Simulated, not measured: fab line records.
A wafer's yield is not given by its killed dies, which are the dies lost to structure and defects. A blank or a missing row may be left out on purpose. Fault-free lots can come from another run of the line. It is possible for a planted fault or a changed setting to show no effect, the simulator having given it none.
Chamber matching :: flow gf180mcu :: GF_CONTACT_CMP_27 on cmp-01: 4 sister chambers
The step polishes, stops on SiO2, t overpolish 15 s, target thk 0 nm. 14 wafers are shown with their chamber, then 7 later ones without.

== WAFERS PAIRED WITH THEIR CHAMBERS ==
wafer: L771.2
chamber: 2
motor current A (A): 10.1
time to endpoint s (s): 77
edge zone pressure frac: 0.996

wafer: L771.3
chamber: 3
motor current A (A): 9.7
time to endpoint s (s): 74
edge zone pressure frac: 0.992

wafer: L771.4
chamber: 1
motor current A (A): 9.9
time to endpoint s (s): 74
edge zone pressure frac: 0.993

wafer: L772.1
chamber: 3
motor current A (A): 9.3
time to endpoint s (s): 68
edge zone pressure frac: 0.999

wafer: L772.3
chamber: 0
motor current A (A): 10.1
time to endpoint s (s): 78
edge zone pressure frac: 1.006

wafer: L772.5
chamber: 2
motor current A (A): 9.7
time to endpoint s (s): 74
edge zone pressure frac: 0.997

wafer: L774.3
chamber: 3
motor current A (A): 9.4
time to endpoint s (s): 74
edge zone pressure frac: 1.005

wafer: L774.5
chamber: 1
motor current A (A): 9.7
time to endpoint s (s): 79
edge zone pressure frac: 1.009

wafer: L774.6
chamber: 2
motor current A (A): 10.1
time to endpoint s (s): 80
edge zone pressure frac: 1.001

wafer: L777.2
chamber: 3
motor current A (A): 9.0
time to endpoint s (s): 72
edge zone pressure frac: 1.000

wafer: L777.3
chamber: 2
motor current A (A): 10.5
time to endpoint s (s): 79
edge zone pressure frac: 1.003

wafer: L777.6
chamber: 3
motor current A (A): 9.1
time to endpoint s (s): 72
edge zone pressure frac: 0.998

wafer: L778.1
chamber: 0
motor current A (A): 9.8
time to endpoint s (s): 74
edge zone pressure frac: 1.002

wafer: L778.2
chamber: 3
motor current A (A): 9.2
time to endpoint s (s): 69
edge zone pressure frac: 1.000

SIGNATURES (means of the wafers above)
reading: motor current A
chamber 0: 9.950
chamber 1: 9.800
chamber 2: 10.100
chamber 3: 9.283
scatter within a chamber: 0.263

reading: time to endpoint s
chamber 0: 76.00
chamber 1: 76.50
chamber 2: 77.50
chamber 3: 71.50
scatter within a chamber: 2.7

reading: edge zone pressure frac
chamber 0: 1.00400
chamber 1: 1.00100
chamber 2: 0.99925
chamber 3: 0.99900
scatter within a chamber: 0.00507
Rule: a wafer's distance from a chamber is the root of the sum, over the readings, of the square of ((its reading less the chamber's mean) divided by the reading's scatter). The wafer belongs to the nearest chamber; if the next one is less than 2 further off, it can't be placed. The scatter: the root of (the sum of the squares of (reading less its chamber's mean) over the shown wafers, divided by (wafers less chambers)).

== WAFERS MISSING THEIR CHAMBER ==
wafer: L778.5
motor current A (A): 9.8
time to endpoint s (s): 80
edge zone pressure frac: 0.998

wafer: L779.4
motor current A (A): 10.8
time to endpoint s (s): 75
edge zone pressure frac: 1.009

wafer: L779.5
motor current A (A): 9.3
time to endpoint s (s): 67
edge zone pressure frac: 1.000

wafer: L779.6
motor current A (A): 9.5
time to endpoint s (s): 80
edge zone pressure frac: 0.995

wafer: L780.1
motor current A (A): 9.0
time to endpoint s (s): 69
edge zone pressure frac: 1.010

wafer: L780.3
motor current A (A): 10.3
time to endpoint s (s): 77
edge zone pressure frac: 1.000

wafer: L780.5
motor current A (A): 9.4
time to endpoint s (s): 74
edge zone pressure frac: 1.002

== CHAMBER TAKEN BY EACH ==
wafer: L778.5
from the rows above: can't be placed: 1 or 2 or 0
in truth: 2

wafer: L779.4
from the rows above: can't be placed: 0 or 2 or 1
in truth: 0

wafer: L779.5
from the rows above: 3
in truth: 3

wafer: L779.6
from the rows above: can't be placed: 1 or 2 or 0 or 3
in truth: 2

wafer: L780.1
from the rows above: can't be placed: 3 or 1
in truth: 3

wafer: L780.3
from the rows above: can't be placed: 2 or 0 or 1
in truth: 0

wafer: L780.5
from the rows above: can't be placed: 3 or 1 or 0 or 2
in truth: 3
1 of 7 placed correctly. From these rows, 6 cannot be placed; in 6 the true chamber is one of the candidates. 0 placed wrongly.
